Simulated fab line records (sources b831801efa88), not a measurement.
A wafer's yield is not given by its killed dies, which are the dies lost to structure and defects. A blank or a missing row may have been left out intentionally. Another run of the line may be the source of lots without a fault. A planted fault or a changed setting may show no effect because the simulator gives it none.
Shared-tool check / flow gf180mcu / 14 lots and 42 wafers in the sample

== REASON FOR OPENING ==
GF_STI_THK_MEAS_30, reading STI_OXIDATION_02_THK: flagged on 3 of 14 lots. No-fault wafers: 10.01 nm, standard deviation 0.21.
Rule: flag the lot when none of its wafers has a number, or when each of its wafers that has one lies beyond 4 standard deviations from that mean. All remaining lots are regarded as sound.

lot=L669; measured=day 2 12:25; on=film_metro-02; STI_OXIDATION_02_THK (nm), wafer by wafer=9.66 9.83 9.83; flag=
lot=L670; measured=day 2 16:10; on=film_metro-02; STI_OXIDATION_02_THK (nm), wafer by wafer=9.98 9.95 9.79; flag=
lot=L671; measured=day 2 21:40; on=film_metro-01; STI_OXIDATION_02_THK (nm), wafer by wafer=10.32 10.30 10.17; flag=
lot=L672; measured=day 3 05:06; on=film_metro-02; STI_OXIDATION_02_THK (nm), wafer by wafer=16.79 16.62 16.44; flag=FLAGGED
lot=L677; measured=day 4 06:16; on=film_metro-03; STI_OXIDATION_02_THK (nm), wafer by wafer=15.94 16.40 15.93; flag=FLAGGED
lot=L679; measured=day 4 18:27; on=film_metro-02; STI_OXIDATION_02_THK (nm), wafer by wafer=16.39 16.48 16.55; flag=FLAGGED
lot=L680; measured=day 4 19:58; on=film_metro-03; STI_OXIDATION_02_THK (nm), wafer by wafer=9.82 9.76 9.77; flag=
lot=L683; measured=day 5 12:22; on=film_metro-03; STI_OXIDATION_02_THK (nm), wafer by wafer=10.01 9.82 10.02; flag=
lot=L684; measured=day 5 18:16; on=film_metro-03; STI_OXIDATION_02_THK (nm), wafer by wafer=10.03 10.15 10.34; flag=
lot=L685; measured=day 5 21:55; on=film_metro-01; STI_OXIDATION_02_THK (nm), wafer by wafer=10.04 9.94 9.96; flag=
lot=L687; measured=day 6 09:56; on=film_metro-03; STI_OXIDATION_02_THK (nm), wafer by wafer=9.96 10.07 10.28; flag=
lot=L688; measured=day 6 13:12; on=film_metro-02; STI_OXIDATION_02_THK (nm), wafer by wafer=9.95 9.91 9.95; flag=
lot=L690; measured=day 7 00:21; on=film_metro-03; STI_OXIDATION_02_THK (nm), wafer by wafer=9.88 9.79 9.88; flag=
lot=L691; measured=day 7 05:47; on=film_metro-01; STI_OXIDATION_02_THK (nm), wafer by wafer=9.57 9.69 9.62; flag=
On average the flagged lots' numbers are 16.39 nm, which is +6.38 nm against the usual, or +30 standard deviations.

== LOT BY LOT: THE TOOL USED ==
The record holds 1 process step before the reading, out of a route of 602 steps. Read each cell as the tool, then ch plus the chambers that the sampled wafers visited, then the start.
lot=L669; flag=; GF_STI_OXIDATION_29=furnace-02 ch 0, day 2 11:00
lot=L670; flag=; GF_STI_OXIDATION_29=furnace-02 ch 0, day 2 14:47
lot=L671; flag=; GF_STI_OXIDATION_29=furnace-01 ch 0, day 2 20:16
lot=L672; flag=FLAGGED; GF_STI_OXIDATION_29=furnace-01 ch 0, day 3 01:41 and furnace-02 ch 0, day 3 03:43
lot=L677; flag=FLAGGED; GF_STI_OXIDATION_29=furnace-01 ch 0, day 4 02:09
lot=L679; flag=FLAGGED; GF_STI_OXIDATION_29=furnace-02 ch 0, day 4 14:53 and furnace-01 ch 0, day 4 17:03
lot=L680; flag=; GF_STI_OXIDATION_29=furnace-02 ch 0, day 4 18:34
lot=L683; flag=; GF_STI_OXIDATION_29=furnace-02 ch 0, day 5 10:57
lot=L684; flag=; GF_STI_OXIDATION_29=furnace-02 ch 0, day 5 16:52
lot=L685; flag=; GF_STI_OXIDATION_29=furnace-02 ch 0, day 5 20:31
lot=L687; flag=; GF_STI_OXIDATION_29=furnace-01 ch 0, day 6 08:32
lot=L688; flag=; GF_STI_OXIDATION_29=furnace-01 ch 0, day 6 11:49
lot=L690; flag=; GF_STI_OXIDATION_29=furnace-01 ch 0, day 6 22:56
lot=L691; flag=; GF_STI_OXIDATION_29=furnace-01 ch 0, day 7 04:24
What the steps here do:
- GF_STI_OXIDATION_29: stabilise 600 s, purge 300 s, target thk 10 nm.
- GF_STI_THK_MEAS_30

== FLAGGED AGAINST TOTAL, ONE TOOL AT A TIME (gauges that did the reading follow at the end) ==
step=GF_STI_OXIDATION_29; tool=furnace-01; lots run=8; flagged=3; share of the flagged lots=all; sound lots run after its first flagged lot=4 (L687,L688,L690,L691)
step=GF_STI_OXIDATION_29; tool=furnace-02; lots run=8; flagged=2; share of the flagged lots=some; sound lots run after its first flagged lot=4 (L680,L683,L684,L685)
step=GF_STI_THK_MEAS_30; tool=film_metro-01; lots run=3; flagged=0; share of the flagged lots=none; sound lots run after its first flagged lot=-
step=GF_STI_THK_MEAS_30; tool=film_metro-02; lots run=5; flagged=2; share of the flagged lots=some; sound lots run after its first flagged lot=1 (L688)
step=GF_STI_THK_MEAS_30; tool=film_metro-03; lots run=6; flagged=1; share of the flagged lots=some; sound lots run after its first flagged lot=5 (L680,L683,L684,L687,L690)

== WHAT THE TABLE ALLOWS ==
In the table, 1 row covers all flagged lots: furnace-01 at GF_STI_OXIDATION_29.
- furnace-01 at GF_STI_OXIDATION_29 ran 8 lots, 3 of them flagged. Sound lots followed the first flagged one (L687, L688, L690, L691) on it, something a lasting fault affecting the whole tool could not allow.
No row of the table ran every flagged lot and no sound lot after the first.

== WHAT HAD BEEN PUT IN BY THE SIMULATOR ==
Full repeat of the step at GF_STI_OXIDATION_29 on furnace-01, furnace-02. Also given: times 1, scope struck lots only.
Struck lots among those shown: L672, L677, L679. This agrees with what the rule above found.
